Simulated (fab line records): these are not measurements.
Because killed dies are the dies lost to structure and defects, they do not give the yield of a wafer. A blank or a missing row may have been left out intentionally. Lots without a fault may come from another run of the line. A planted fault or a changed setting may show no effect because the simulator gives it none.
Comparing a struck lot with a sound one :: flow sky130 :: 43 out of 708 route steps
Sound: wafers L898.1, L898.3, L898.6. The struck wafers were L909.2, L909.3, L909.5. The cause is given at the end.
Per side, at each step with rows, come the tool, then ch with its chambers, and then its first start. Under that, the readings that differ: sound wafers :: struck wafers :: difference of the means :: sigmas: that difference in standard deviations of wafers without a fault.
alike: readings whose means differ by less than 2 such deviations, and words and numbers that are the same on both sides. not compared: withheld readings, readings that some wafer has no value for, bounds like >300 that may hide the same value, and numbers for which the record gives no deviation and whose values overlap.
Wherever a step has rows on one side only, a row that says differs or no value, or a row with sigmas, the two part there. Numbers that have no deviation but don't overlap get no sigmas and don't part them. Lack of a reading on every wafer of one side parts them only where that side has two or more wafers.

SKY_POLY_GATE_THK_MEAS_04:
  sound on film-metro-01 at day 16 00:35; struck on film-metro-01 at day 20 05:10
  alike: POLY_GATE_CVD_03_THK
then, 8 steps without rows for these wafers: SKY_POLY_GATE_DEHYDRATE_05 (time 60 s); SKY_POLY_GATE_HMDS_06 (prime time 60 s); SKY_POLY_GATE_COAT_07 (resist thk 110 nm); SKY_POLY_GATE_COAT_08 (resist thk 450 nm); SKY_POLY_GATE_SOFTBAKE_09 (time 90 s); SKY_POLY_GATE_EXPOSE_10 (exposes mask P1M, target cd 150 nm); SKY_POLY_GATE_PEB_11; SKY_POLY_GATE_DEVELOP_12 (develop time 60 s).
SKY_POLY_GATE_CD_MEAS_13 targets a cd of 150 nm.
  sound on cd-sem-02 at day 17 04:00; struck on cd-sem-02 at day 21 12:13
  alike: cd-nm
SKY_POLY_GATE_OVL_MEAS_14:
  sound on overlay-02 at day 17 04:07; struck on overlay-01 at day 21 12:19
  alike: POLY_GATE_OVL
SKY_POLY_GATE_ETCH_15: etches BARC in N2/H2, stops on SiO2, time 118.5 s, target depth 110 nm.
  sound on rie-diel-04 ch 0,3, day 17 04:09; struck on rie-diel-02 ch 0,1, day 21 12:20
  alike: drypump-motor-current-A, oes-product-au, throttle-valve-pct
  not compared: rf-hours-counter-h
SKY_POLY_GATE_ETCH_16: etches Si3N4 in CH3F/O2, stops on poly-Si, time 147.5 s, target depth 75 nm.
  sound on rie-diel-04 ch 0,3, day 17 04:14; struck on rie-diel-02 ch 0,1, day 21 12:26
  alike: ch3f-flow-sccm, drypump-motor-current-A, oes-product-au, throttle-valve-pct
  not compared: rf-hours-counter-h
SKY_POLY_GATE_ETCH_17: etches poly-Si in HBr/Cl2, stops on SiO2, target depth 180 nm, time 70.5 s.
  sound on rie-si-01 ch 1,3, day 17 04:20; struck on rie-si-01 ch 0,2, day 21 12:32
  alike: drypump-motor-current-A, oes-product-au, throttle-valve-pct
  not compared: rf-hours-counter-h
SKY_POLY_GATE_STRIP_18: strips in O2/N2.
  sound on plasma-asher-02 ch 0,1, day 17 04:23; struck on plasma-asher-03 ch 0,1, day 21 12:35
reading: strip-time-to-endpoint-s (s)
sound: 3.138 3.124 3.128
struck: 3.191 3.212 3.182
difference: +0.065
sigmas: +3
  alike: drypump-motor-current-A, oes-product-au
  not compared: rf-hours-counter-h
then, 2 steps without rows for these wafers: SKY_POLY_GATE_CLEAN_19 (cleans in SC1/SC2, time 150 s); SKY_POLY_GATE_OXIDATION_20 (stabilise 600 s, purge 300 s, target thk 4 nm).
SKY_POLY_GATE_THK_MEAS_21:
  sound on film-metro-04 at day 17 07:17; struck on film-metro-02 at day 21 15:10
  alike: POLY_GATE_OXIDATION_THK
SKY_POLY_GATE_CD_MEAS_22:
  sound on cd-sem-01 at day 17 07:20; struck on cd-sem-02 at day 21 15:15
  alike: cd-nm
then, 7 steps without rows for these wafers: SKY_LDD_N_DEHYDRATE_00 (time 60 s); SKY_LDD_N_HMDS_01 (prime time 60 s); SKY_LDD_N_COAT_02 (resist thk 300 nm); SKY_LDD_N_SOFTBAKE_03 (time 60 s); SKY_LDD_N_EXPOSE_04 (exposes mask NTM, target cd 840 nm); SKY_LDD_N_PEB_05; SKY_LDD_N_DEVELOP_06 (develop time 60 s).
SKY_LDD_N_OVL_MEAS_07:
  sound on overlay-02 at day 18 13:27; struck on overlay-01 at day 22 21:57
  alike: LDD_N_OVL
then, 8 steps without rows for these wafers: SKY_LDD_N_IMPLANT_08; SKY_LDD_N_IMPLANT_09; SKY_LDD_N_IMPLANT_10; SKY_LDD_N_IMPLANT_11; SKY_LDD_N_IMPLANT_12; SKY_LDD_N_IMPLANT_13; SKY_LDD_N_IMPLANT_14; SKY_LDD_N_IMPLANT_15.
SKY_LDD_N_STRIP_16: strips in O2/N2.
  sound on plasma-asher-03 ch 0,1, day 18 14:41; struck on plasma-asher-01 ch 0,1, day 22 23:11
  alike: drypump-motor-current-A, oes-product-au, strip-time-to-endpoint-s
  not compared: rf-hours-counter-h
SKY_LDD_N_TW_MEAS_17:
  sound on film-metro-04 at day 18 14:47; struck on film-metro-04 at day 22 23:20
  alike: LDD_N_TW
then, 5 steps without rows for these wafers: SKY_LDD_P_DEHYDRATE_00 (time 60 s); SKY_LDD_P_HMDS_01 (prime time 60 s); SKY_LDD_P_COAT_02 (resist thk 1140 nm); SKY_LDD_P_SOFTBAKE_03 (time 60 s); SKY_LDD_P_EXPOSE_04 (exposes mask PSDM, target cd 380 nm).
-- here the record skips 26 days between the struck wafers' starts before and after, leaving off in module LDD_P and picking up in module PAD_OPEN (first step shown: number 708 of the route) --
SKY_PAD_OPEN_PROBE_99:
  sound on prober-01 at day 46 12:07; struck on prober-02 at day 49 02:56
reading: killed-at-front-end
sound: 11 15 19
struck: 47 41 52
difference: +32
sigmas: +7
  alike: killed_at_M0_to_M3, killed_at_M4_up, killed-at-contacts, killed-at-other, killed-dies, killed-on-rim, killed-open, killed-short

WHERE THEY PART
Last at SKY_PAD_OPEN_PROBE_99 as far as this record goes, first at SKY_POLY_GATE_STRIP_18.

WHY: the cause the simulator had injected
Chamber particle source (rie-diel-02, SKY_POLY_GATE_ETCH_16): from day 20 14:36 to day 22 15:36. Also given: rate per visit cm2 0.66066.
